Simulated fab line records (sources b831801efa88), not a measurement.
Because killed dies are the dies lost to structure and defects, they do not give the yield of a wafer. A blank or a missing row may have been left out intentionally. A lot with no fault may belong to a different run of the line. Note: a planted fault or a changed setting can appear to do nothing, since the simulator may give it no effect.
The tool behind it: which one? + flow sky130 + Sampling: 13 lots, 39 wafers, 3 of 708 route steps

WHAT EACH GAUGE READ, for each wafer
SKY_POLY_GATE_CD_MEAS_13: target cd 150 nm. Usual: cdNm reads 150.3 nm (standard deviation 1.3).
| lot  | measured     | on       | cdNm (nm)         | flag |
|------|--------------|----------|-------------------|------|
| L838 | day 16 20:48 | cdSem-01 | 151.3 151.3 151.2 |      |
| L839 | day 17 06:57 | cdSem-02 | 150.7 151.6 151.4 |      |
| L841 | day 18 07:34 | cdSem-02 | 152.6 153.0 151.7 |      |
| L842 | day 18 19:34 | cdSem-01 | 150.7 149.1 149.5 |      |
| L844 | day 19 10:45 | cdSem-02 | 152.7 152.5 151.0 |      |
| L846 | day 20 02:47 | cdSem-02 | 151.4 151.0 151.0 |      |
| L847 | day 20 11:59 | cdSem-01 | 162.1 161.9 160.9 | OFF  |
| L848 | day 20 19:50 | cdSem-01 | 152.5 151.7 152.1 |      |
| L855 | day 23 15:54 | cdSem-01 | 148.7 149.8 148.5 |      |
| L857 | day 23 22:40 | cdSem-02 | 150.1 150.3 149.5 |      |
| L856 | day 23 23:35 | cdSem-01 | 147.5 148.5 148.4 |      |
| L858 | day 24 05:23 | cdSem-01 | 149.4 151.0 150.2 |      |
| L859 | day 25 06:30 | cdSem-01 | 152.2 151.4 150.7 |      |

SKY_LOCAL_INTERCONNECT_OVL_MEAS_12. Usual: LOCAL_INTERCONNECT_OVL typically reads 1 nm, with standard deviation 5.3.
| lot  | measured     | on         | LOCAL_INTERCONNECT_OVL (nm) | flag |
|------|--------------|------------|-----------------------------|------|
| L838 | day 30 17:07 | overlay-01 | -6 0 -2                     |      |
| L839 | day 31 09:55 | overlay-02 | 7 3 -3                      |      |
| L841 | day 32 03:13 | overlay-02 | -1 -1 -7                    |      |
| L842 | day 32 16:32 | overlay-01 | 5 6 7                       |      |
| L844 | day 33 05:13 | overlay-02 | 3 -1 3                      |      |
| L846 | day 33 17:02 | overlay-01 | 7 5 10                      |      |
| L847 | day 34 01:31 | overlay-02 | 0 12 9                      |      |
| L848 | day 34 07:50 | overlay-01 | -5 -3 -6                    |      |
| L855 | day 36 18:47 | overlay-01 | 8 1 6                       |      |
| L857 | day 36 23:37 | overlay-02 | -2 -7 -5                    |      |
| L856 | day 37 04:31 | overlay-02 | 17 9 7                      |      |
| L858 | day 37 07:04 | overlay-02 | 4 4 10                      |      |
| L859 | day 38 03:19 | overlay-01 | 0 0 0                       |      |

TOOL THAT RAN EACH LOT (tool first, then ch and the chambers of the sampled wafers, then the start)
| lot  | SKY_POLY_GATE_EXPOSE_10          |
|------|----------------------------------|
| L838 | krfScanner-01 ch 0, day 16 06:42 |
| L839 | krfScanner-01 ch 0, day 16 17:30 |
| L841 | krfScanner-01 ch 0, day 17 16:34 |
| L842 | krfScanner-01 ch 0, day 18 04:58 |
| L844 | krfScanner-02 ch 0, day 18 19:19 |
| L846 | krfScanner-02 ch 0, day 19 11:43 |
| L847 | krfScanner-01 ch 0, day 19 21:08 |
| L848 | krfScanner-02 ch 0, day 20 04:58 |
| L855 | krfScanner-02 ch 0, day 23 00:31 |
| L857 | krfScanner-01 ch 0, day 23 07:32 |
| L856 | krfScanner-02 ch 0, day 23 08:40 |
| L858 | krfScanner-02 ch 0, day 23 14:51 |
| L859 | krfScanner-02 ch 0, day 24 15:55 |
- SKY_POLY_GATE_EXPOSE_10: exposes mask P1M, target cd 150 nm.

AS READ BY THE TOOLS THEMSELVES (means over the sampled wafers that have a number; for cases with no such wafer, the mark the record gives instead)
The record holds no such reading with a usual standard deviation.

THE ANSWER, worked out from the rows above alone
Rule: lot off if the mean of its wafers having a number is beyond 3 standard deviations from the usual mean. A lot without any number at a reading at which 4 lots or more have one is off too. Where the step has rows for the other lots, those lots are counted as sound. Order of review: gauges by route order, followed by the tools' own readings, for which a lot's mean as printed above is used. The first step at which some lot is off is used, and at that step the reading that is off furthest; a lot without a number counts as furthest.
Off: L847, at SKY_POLY_GATE_CD_MEAS_13 (cdNm).
A tool fits if, at a process step before that reading, it ran every lot that is off, and no sound lot after the first of them. The gauges at SKY_POLY_GATE_CD_MEAS_13 are tried like those tools. Not one of the candidates tried fits.

WHAT THE SIMULATOR PUT IN
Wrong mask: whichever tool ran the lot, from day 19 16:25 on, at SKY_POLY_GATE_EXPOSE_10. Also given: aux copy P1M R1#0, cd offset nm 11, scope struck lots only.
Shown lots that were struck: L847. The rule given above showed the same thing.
